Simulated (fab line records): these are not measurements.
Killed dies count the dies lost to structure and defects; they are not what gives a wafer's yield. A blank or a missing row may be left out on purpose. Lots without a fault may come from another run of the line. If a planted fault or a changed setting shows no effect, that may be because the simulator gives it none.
fab line records    flow sfqLine
record lots=13  wafers=39  lastDay=86
route steps=325 shown L0@5 M0@41 M1@71 M2@101
lots that met no fault: taken from a fault-free run of the same line
startH: hours from the record's opening day to when the first of the lot's shown wafers began    waitH: how many hours have passed since the lot's step before this one    " unchanged from the row above    L1.1+2: one row covering several wafers at once    - either no value or no given start    * or withheld: withheld    < > ~ a bound
route shown NAME@n: a module of which the file shows steps, and the number in the route of the first    usual: mean/standard deviation of fault-free wafers    same: alike in all rows    chamber/n: place in a boat    sites: each site's reading    _std_site: standard deviation of those values    _edge_site: outer sites' mean less inner sites'    radiusMm: how far each site lies from the wafer's centre    mask NAME#n: copy n    behind: the last tool/chamber to shape the wafer    hold: cause of the lot's hold/its duration in hours/its outcome    device: transistor that didn't switch, given as n, p or np    end of line: tests run on the same wafers once the route is complete    a step without rows: its recipe alone    killed: dies that structure and defects cost at the first sort, which is not the same as the wafer's yield    map: shows each die of a wafer: x if killed, . if not, _ if none is there
set.NAME: the setting the step ran with; set.NAME@STEP: the setting that earlier step ran with    model.NAME: the simulator's own value behind a step, which no gauge read
route steps across a sampled set of lots; one table per step, one row per wafer
services: when a tool's chamber went out of use (startH, in hours from the record's first day, below 0 if earlier), for how many hours, and the reason
## steps
# step SFQ_L0_THK_MEAS_902
# recipe thkMeasGauge=xrf  reads=MoNx_KI_of_TRILAYER_L0_DEP_SPUTTER_003
# usual L0_MONX_KI_THK=39.6/0.51
lot.wafer  tool          chamber  startH  waitH  L0_MONX_KI_THK[nm]
L472.2     filmMetro-03  -        12.69   0.1    39.4
L472.4     "             -        "       "      39.6
L472.5     "             -        "       "      39.1
L473.3     filmMetro-01  -        17.70   0.1    39.7
L473.4     "             -        "       "      39.2
L473.6     "             -        "       "      39.9
L474.3     filmMetro-03  -        22.70   0.1    39.5
L474.5     "             -        "       "      38.8
L474.6     "             -        "       "      39.2
L475.3     filmMetro-03  -        27.70   0.1    39.9
L475.5     "             -        "       "      39.4
L475.6     "             -        "       "      40.4
L476.2     filmMetro-01  -        32.69   0.1    38.9
L476.3     "             -        "       "      39.8
L476.4     "             -        "       "      39.5
L477.4     filmMetro-04  -        37.71   0.1    39.7
L477.5     "             -        "       "      39.3
L477.6     "             -        "       "      39.6
L480.1     filmMetro-01  -        52.68   0.1    39.9
L480.3     "             -        "       "      39.1
L480.4     "             -        "       "      40.0
L481.1     filmMetro-01  -        57.68   0.1    39.5
L481.2     "             -        "       "      40.0
L481.3     "             -        "       "      40.3
L485.2     filmMetro-04  -        77.69   0.1    40.3
L485.3     "             -        "       "      39.7
L485.6     "             -        "       "      39.7
L489.1     filmMetro-01  -        97.68   0.1    38.8
L489.3     "             -        "       "      39.6
L489.4     "             -        "       "      39.4
L492.1     filmMetro-04  -        112.68  0.1    40.1
L492.3     "             -        "       "      40.2
L492.4     "             -        "       "      40.0
L494.3     filmMetro-04  -        122.70  0.1    39.9
L494.5     "             -        "       "      40.2
L494.6     "             -        "       "      39.5
L495.4     filmMetro-01  -        127.71  0.1    39.8
L495.5     "             -        "       "      40.4
L495.6     "             -        "       "      39.8
# step SFQ_TRILAYER_M0_STRIP_STRIP_025
# recipe gas=O2  powerW=200  platenTempC=40  overashFraction=0.65  chemistry=O2  pressureMtorr=50
# usual drypumpMotorCurrentA=5.8/0.53  oesProductAu=0.998/0.0069  platenTempC=40.01/0.12
lot.wafer  tool         chamber  startH  waitH  drypumpMotorCurrentA  oesProductAu  platenTempC  rfHoursCounterH
L472.2     rieMetal-02  0        217.34  0.1    6.1                   0.989         39.89        37
L472.4     "            0        "       "      6.1                   0.986         39.80        -
L472.5     "            0        "       "      6.1                   0.984         39.80        -
L473.3     rieMetal-02  1        232.42  0.3    5.2                   0.984         39.86        -
L473.4     "            0        "       "      6.1                   1.002         39.98        -
L473.6     "            1        "       "      5.2                   0.990         39.85        -
L474.3     rieMetal-01  0        245.50  0.2    5.3                   1.002         40.11        -
L474.5     "            0        "       "      5.3                   1.007         39.98        -
L474.6     "            1        "       "      6.2                   1.007         39.98        -
L475.3     rieMetal-01  1        257.07  0.2    6.2                   1.003         39.87        -
L475.5     "            0        "       "      5.3                   0.989         39.96        -
L475.6     "            1        "       "      6.2                   0.999         40.05        -
L476.2     rieMetal-03  1        265.54  0.1    6.1                   1.009         40.20        131
L476.3     "            1        "       "      6.1                   0.987         40.05        -
L476.4     "            0        "       "      6.6                   1.010         40.03        -
L477.4     rieMetal-01  1        278.02  0.2    6.2                   1.006         40.10        -
L477.5     "            1        "       "      6.2                   1.011         40.16        -
L477.6     "            0        "       "      5.3                   0.998         40.07        -
L480.1     rieMetal-01  0        313.13  0.1    5.3                   1.000         40.03        76
L480.3     "            0        "       "      5.3                   0.993         40.15        -
L480.4     "            1        "       "      6.2                   0.997         40.17        -
L481.1     rieMetal-02  0        321.53  0.1    6.1                   0.990         40.45        50
L481.2     "            1        "       "      5.2                   0.994         39.96        41
L481.3     "            0        "       "      6.1                   0.989         40.41        -
L485.2     rieMetal-03  1        361.61  0.1    6.1                   0.997         40.16        144
L485.3     "            1        "       "      6.1                   0.998         39.99        -
L485.6     "            1        "       "      6.1                   0.998         40.07        -
L489.1     rieMetal-01  0        371.92  0.1    5.3                   1.004         39.80        84
L489.3     "            0        "       "      5.3                   1.006         40.11        -
L489.4     "            1        "       "      6.2                   0.994         39.82        -
L492.1     rieMetal-01  0        379.12  0.1    5.3                   0.998         39.99        86
L492.3     "            0        "       "      5.3                   0.998         40.05        -
L492.4     "            1        "       "      6.2                   0.991         40.12        -
L494.3     rieMetal-01  0        381.72  0.2    5.3                   0.993         39.98        -
L494.5     "            0        "       "      5.3                   1.005         40.04        -
L494.6     "            1        "       "      6.2                   1.001         40.27        -
L495.4     rieMetal-01  1        382.92  0.2    6.2                   0.987         40.05        -
L495.5     "            1        "       "      6.2                   0.999         39.93        -
L495.6     "            0        "       "      5.3                   0.992         40.08        -
# step SFQ_TRILAYER_M1_STRIP_STRIP_043
# recipe gas=O2  powerW=200  platenTempC=40  overashFraction=0.65  chemistry=O2  pressureMtorr=48.65
# usual drypumpMotorCurrentA=5.5/0.51  oesProductAu=1.002/0.0066  platenTempC=40.00/0.1
lot.wafer  tool         chamber  startH  waitH  drypumpMotorCurrentA  oesProductAu  platenTempC  rfHoursCounterH
L472.2     rieMetal-04  1        236.45  0.1    5.8                   0.997         40.09        25
L472.4     "            0        "       "      4.8                   1.004         40.06        -
L472.5     "            1        "       "      5.7                   0.993         40.07        -
L473.3     rieMetal-04  0        243.94  0.2    4.8                   1.002         39.87        -
L473.4     "            1        "       "      5.8                   1.001         40.03        -
L473.6     "            1        "       "      5.8                   1.001         39.98        -
L474.3     rieMetal-01  1        360.73  0.2    6.2                   1.012         40.00        -
L474.5     "            1        "       "      6.2                   0.997         40.04        -
L474.6     "            0        "       "      5.4                   1.008         39.91        -
L475.3     rieMetal-04  1        380.56  0.2    5.8                   0.994         39.95        -
L475.5     "            1        "       "      5.8                   0.995         40.24        -
L475.6     "            0        "       "      4.8                   1.004         40.11        -
L476.2     rieMetal-02  1        509.76  0.1    5.2                   1.001         39.76        72
L476.3     "            1        "       "      5.2                   1.003         39.99        -
L476.4     "            0        "       "      6.2                   0.994         40.06        -
L477.4     rieMetal-04  1        525.68  0.2    5.8                   0.992         40.22        -
L477.5     "            1        "       "      5.7                   1.002         40.02        -
L477.6     "            0        "       "      4.8                   1.000         40.08        -
L480.1     rieMetal-02  1        578.47  0.2    5.2                   0.996         40.11        82
L480.3     "            1        "       "      5.2                   1.000         39.98        -
L480.4     "            1        "       "      5.2                   1.001         40.01        -
L481.1     rieMetal-04  1        595.08  0.1    5.8                   1.004         40.10        76
L481.2     "            0        "       "      4.8                   1.011         39.84        84
L481.3     "            1        "       "      5.7                   1.003         40.00        -
L485.2     rieMetal-02  1        649.53  0.1    5.2                   0.985         39.94        94
L485.3     "            0        "       "      6.1                   1.001         40.00        -
L485.6     "            0        "       "      6.1                   0.988         39.98        -
L489.1     rieMetal-04  0        663.93  0.1    4.8                   1.002         40.09        93
L489.3     "            0        "       "      4.8                   1.010         39.97        -
L489.4     "            1        "       "      5.8                   1.010         40.03        -
L492.1     rieMetal-02  0        672.33  0.1    6.1                   1.000         39.79        99
L492.3     "            1        "       "      5.2                   1.000         39.98        -
L492.4     "            0        "       "      6.2                   0.993         39.76        -
L494.3     rieMetal-04  1        678.53  0.2    5.8                   1.000         39.88        -
L494.5     "            1        "       "      5.8                   1.004         39.98        -
L494.6     "            0        "       "      4.8                   1.012         39.89        -
L495.4     rieMetal-04  1        680.93  0.2    5.8                   1.004         39.85        -
L495.5     "            0        "       "      4.8                   0.992         40.04        -
L495.6     "            1        "       "      5.8                   1.008         40.01        -
# step SFQ_TRILAYER_M2_STRIP_STRIP_061
# recipe gas=O2  powerW=200  platenTempC=40  overashFraction=0.65  chemistry=O2  pressureMtorr=50
# usual drypumpMotorCurrentA=5.8/0.54  oesProductAu=1.000/0.0068  platenTempC=40.00/0.1
lot.wafer  tool         chamber  startH  waitH  drypumpMotorCurrentA  oesProductAu  platenTempC  rfHoursCounterH
L472.2     rieMetal-01  1        358.01  0.1    6.2                   0.996         39.77        32
L472.4     "            0        "       "      5.3                   0.995         40.06        -
L472.5     "            1        "       "      6.2                   1.001         40.20        -
L473.3     rieMetal-02  1        359.53  0.2    5.2                   0.986         39.86        -
L473.4     "            0        "       "      6.1                   1.006         39.90        -
L473.6     "            1        "       "      5.2                   0.994         40.00        -
L474.3     rieMetal-03  1        417.72  0.2    6.1                   0.996         40.16        -
L474.5     "            0        "       "      6.6                   1.009         39.90        -
L474.6     "            1        "       "      6.1                   1.008         40.07        -
L475.3     rieMetal-01  1        418.92  0.2    6.2                   1.014         40.10        -
L475.5     "            1        "       "      6.2                   1.005         39.91        -
L475.6     "            0        "       "      5.3                   1.008         40.04        -
L476.2     rieMetal-01  0        680.64  0.1    5.3                   0.999         40.16        130
L476.3     "            0        "       "      5.3                   0.984         39.92        -
L476.4     "            1        "       "      6.2                   0.993         39.98        -
L477.4     rieMetal-02  1        699.00  0.2    5.2                   1.007         39.88        -
L477.5     "            1        "       "      5.2                   0.995         39.90        -
L477.6     "            0        "       "      6.1                   1.010         39.96        -
L480.1     rieMetal-02  1        751.57  0.1    5.2                   0.998         40.10        109
L480.3     "            0        "       "      6.1                   0.997         40.04        -
L480.4     "            1        "       "      5.2                   1.005         40.13        -
L481.1     rieMetal-02  0        765.02  0.1    6.1                   1.008         39.73        114
L481.2     "            1        "       "      5.2                   1.006         40.17        111
L481.3     "            0        "       "      6.1                   1.000         39.85        -
L485.2     rieMetal-02  0        825.26  0.1    6.1                   0.994         39.93        124
L485.3     "            0        "       "      6.1                   0.998         39.98        -
L485.6     "            1        "       "      5.2                   0.999         40.05        -
L489.1     rieMetal-01  1        833.85  0.2    6.2                   1.005         40.14        98
L489.3     "            1        "       "      6.2                   0.992         40.03        -
L489.4     "            1        "       "      6.2                   0.997         40.00        -
L492.1     rieMetal-02  1        961.97  0.2    5.2                   1.002         40.16        137
L492.3     "            1        "       "      5.2                   0.997         40.11        -
L492.4     "            1        "       "      5.2                   0.990         40.15        -
L494.3     rieMetal-02  1        967.17  0.5    5.2                   0.995         39.91        -
L494.5     "            1        "       "      5.2                   0.989         39.96        -
L494.6     "            1        "       "      5.2                   1.002         39.96        -
L495.4     rieMetal-01  1        969.63  0.2    6.2                   0.998         40.06        -
L495.5     "            0        "       "      5.3                   1.004         39.88        -
L495.6     "            1        "       "      6.2                   0.995         40.01        -
## services
tool         chamber  startH  hours  kind
rieMetal-04  -        230.58  2.8    pm
rieMetal-02  0        236.28  11.7   repair
rieMetal-01  -        243.20  1.4    pm
rieMetal-03  -        266.90  0.7    repair
rieMetal-04  -        269.96  1.2    repair
rieMetal-02  0        289.66  11.2   repair
rieMetal-01  -        316.82  1.0    repair
rieMetal-02  0        327.09  12.5   repair
rieMetal-03  -        371.88  14.6   pm
rieMetal-03  -        431.72  1.2    repair
rieMetal-04  1        568.46  8.6    repair
rieMetal-03  -        574.20  1.4    repair
rieMetal-02  0        575.51  4.6    repair
rieMetal-02  0        592.82  10.0   repair
rieMetal-03  -        604.96  0.3    repair
rieMetal-01  1        616.85  12.0   repair
rieMetal-01  -        695.73  14.6   pm
rieMetal-04  -        728.46  28.1   pm
rieMetal-01  -        776.70  0.8    repair
rieMetal-03  0        863.06  8.7    repair
rieMetal-02  0        886.28  3.5    repair
rieMetal-04  -        887.27  1.4    pm
rieMetal-02  -        898.73  28.1   pm
rieMetal-02  1        928.93  20.3   repair
## key
firstSign step=SFQ_TRILAYER_M0_STRIP_STRIP_025  reading=platenTempC  direction=up  sigmas=3.6  usual=*  struck=*
effect none on later readings
metAt SFQ_TRILAYER_M0_STRIP_STRIP_025
struckLots L481
struckWafers L481.1,L481.3
notActingAt SFQ_L0_THK_MEAS_902,SFQ_TRILAYER_M1_STRIP_STRIP_043,SFQ_TRILAYER_M2_STRIP_STRIP_061
onsetBetween 232.42 321.53
fault kind=processParameterDrift  tool=rieMetal-02  chamber=0  onsetH=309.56  steps=SFQ_TRILAYER_M0_STRIP_STRIP_025  channel=platenTempC  offset=*  shape=step  endH=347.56  actsIn=*  stated=*
